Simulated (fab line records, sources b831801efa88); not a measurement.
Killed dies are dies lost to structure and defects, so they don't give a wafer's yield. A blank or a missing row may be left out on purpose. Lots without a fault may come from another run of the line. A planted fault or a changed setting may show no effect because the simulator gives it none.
Problem report in the 8D (eight disciplines) form, filled by code | flow sfq_line | the parts of the form that need people (team, actions taken, sign-off) are left out

1. THE PROBLEM
oes_product_au at SFQ_TRILAYER_I6_VIA_BARC_OPEN_VIA_ETCH_235 reads a mean of 0.894 a.u. on 6 wafers of 2 lots; wafers without a fault read 0.685 a.u. with a standard deviation of 0.004. That is +52 standard deviations from the usual mean.
The step: etches BARC in O2, target depth 125 nm, time 41.7 s.
First seen on wafer L421.2, day 84 17:02, on rie_diel-04. The record holds 18 wafers of 6 lots with a number at this step. Rule for "out", or "out of limits": more than 4 standard deviations from the usual mean. The other wafers with a number count as sound.

2. WHAT IT IS AND WHAT IT IS NOT
question                    | is                           | is not
which readings at this step | oes_product_au, run_length_s | drypump_motor_current_A
which lots                  | L421, L422                   | L403, L410, L423, L424
which wafers of those lots  | all that have a number       | -
read on which tools         | rie_diel-04                  | rie_diel-02, rie_diel-03
when                        | from day 84 17:02            | up to then (6 sound wafers); but 6 sound wafers of L423, L424 came after

3. SUSPECTS, AND WHAT RULES EACH OUT
Counting: a tool at a process step up to the reading stays a suspect if it ran every lot that is out and no sound lot after the first of them.
- rie_diel-04 at SFQ_TRILAYER_I6_VIA_BARC_OPEN_VIA_ETCH_235 (etches BARC in O2, target depth 125 nm, time 41.7 s): kept. It ran every lot that is out, first L421 (day 84 17:02), and no sound lot after that; its last sound lot up to then is L403 (day 78 08:11). Its own readings are out on those wafers: oes_product_au, run_length_s.
Left after counting: rie_diel-04 at SFQ_TRILAYER_I6_VIA_BARC_OPEN_VIA_ETCH_235.

4. THE CAUSE (what the simulator had put in)
Process parameter drift: rie_diel-04, from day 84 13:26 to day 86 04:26, at SFQ_TRILAYER_I6_VIA_BARC_OPEN_VIA_ETCH_235. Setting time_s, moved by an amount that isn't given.
Counting left only this tool.

5. THE CHAIN OF EFFECTS, in route order
Each row: a reading whose mean over the struck wafers that have a number lies more than 3 standard deviations from the usual. Only readings for which the record gives a usual standard deviation are gone through. hours: the time from each lot's start at the first step in this table that gives one to its start at this step, as a median over the lots. sigmas: the change in usual standard deviations.
hours | step                                       | reading        | usual      | on struck wafers | change | sigmas
0     | SFQ_TRILAYER_I6_VIA_BARC_OPEN_VIA_ETCH_235 | oes_product_au | 0.685 a.u. | 0.894            | +0.209 | +52
0     | SFQ_TRILAYER_I6_VIA_BARC_OPEN_VIA_ETCH_235 | run_length_s   | 69.8 s     | 57.9             | -11.9  | -30
The process steps in it:
- SFQ_TRILAYER_I6_VIA_BARC_OPEN_VIA_ETCH_235: etches BARC in O2, target depth 125 nm, time 41.7 s.

6. WHAT WOULD HAVE CAUGHT IT SOONER
In this record the first reading out of limits was taken at day 84 17:02, 4 hours after the fault began at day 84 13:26.
